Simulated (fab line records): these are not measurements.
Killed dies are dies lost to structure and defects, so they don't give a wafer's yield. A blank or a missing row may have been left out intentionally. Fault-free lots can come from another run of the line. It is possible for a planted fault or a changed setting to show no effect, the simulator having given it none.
Matching of chambers / flow gf180mcu / GF_V4_CMP_26 on cmp-01: 4 sister chambers
The step polishes, stops on SiO2, t overpolish 15 s, target thk 0 nm. 8 wafers are shown with their chamber, then 12 later ones without.

WAFERS WITH THEIR CHAMBER
wafer=L084.4; chamber=0; motor_current_A (A)=9.8; time_to_endpoint_s (s)=83
wafer=L085.3; chamber=1; motor_current_A (A)=10.9; time_to_endpoint_s (s)=79
wafer=L085.5; chamber=3; motor_current_A (A)=10.3; time_to_endpoint_s (s)=78
wafer=L086.3; chamber=1; motor_current_A (A)=10.3; time_to_endpoint_s (s)=85
wafer=L086.4; chamber=0; motor_current_A (A)=9.4; time_to_endpoint_s (s)=83
wafer=L087.2; chamber=2; motor_current_A (A)=12.9; time_to_endpoint_s (s)=78
wafer=L087.5; chamber=3; motor_current_A (A)=10.6; time_to_endpoint_s (s)=79
wafer=L087.6; chamber=2; motor_current_A (A)=12.7; time_to_endpoint_s (s)=78

WAFERS WITH NO CHAMBER GIVEN
wafer=L089.2; motor_current_A (A)=13.3; time_to_endpoint_s (s)=77
wafer=L089.4; motor_current_A (A)=11.2; time_to_endpoint_s (s)=82
wafer=L089.6; motor_current_A (A)=10.2; time_to_endpoint_s (s)=83
wafer=L088.2; motor_current_A (A)=10.4; time_to_endpoint_s (s)=85
wafer=L088.3; motor_current_A (A)=9.7; time_to_endpoint_s (s)=82
wafer=L088.6; motor_current_A (A)=9.9; time_to_endpoint_s (s)=86
wafer=L090.2; motor_current_A (A)=11.0; time_to_endpoint_s (s)=82
wafer=L090.3; motor_current_A (A)=10.5; time_to_endpoint_s (s)=83
wafer=L090.4; motor_current_A (A)=9.7; time_to_endpoint_s (s)=85
wafer=L097.1; motor_current_A (A)=9.6; time_to_endpoint_s (s)=79
wafer=L097.4; motor_current_A (A)=10.4; time_to_endpoint_s (s)=80
wafer=L097.5; motor_current_A (A)=12.7; time_to_endpoint_s (s)=76

THE CHAMBER EACH PASSED THROUGH
wafer=L089.2; from the rows above=2; in truth=2
wafer=L089.4; from the rows above=can't be placed: 1 or 3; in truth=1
wafer=L089.6; from the rows above=can't be placed: 1 or 0 or 3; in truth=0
wafer=L088.2; from the rows above=can't be placed: 1 or 0 or 3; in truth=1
wafer=L088.3; from the rows above=0; in truth=0
wafer=L088.6; from the rows above=can't be placed: 0 or 1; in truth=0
wafer=L090.2; from the rows above=can't be placed: 1 or 3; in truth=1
wafer=L090.3; from the rows above=can't be placed: 1 or 3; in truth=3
wafer=L090.4; from the rows above=0; in truth=0
wafer=L097.1; from the rows above=can't be placed: 0 or 3 or 1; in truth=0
wafer=L097.4; from the rows above=can't be placed: 3 or 1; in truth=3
wafer=L097.5; from the rows above=2; in truth=2
Correctly placed: 4 of 12. Not placeable from these rows: 8 (in 8, the candidates include the true chamber). 0 placed wrongly.
How it was worked out, from the rows above alone: a wafer's distance from a chamber is the root of the sum, over the readings, of the square of ((its reading less the chamber's mean) divided by the reading's scatter). If the next closest chamber is less than 2 further off than the closest, the wafer can't be placed; otherwise it belongs to the closest. A chamber's mean is the mean of its shown wafers. The scatter: the root of (the sum of the squares of (reading less its chamber's mean) over the shown wafers, divided by (wafers less chambers)).
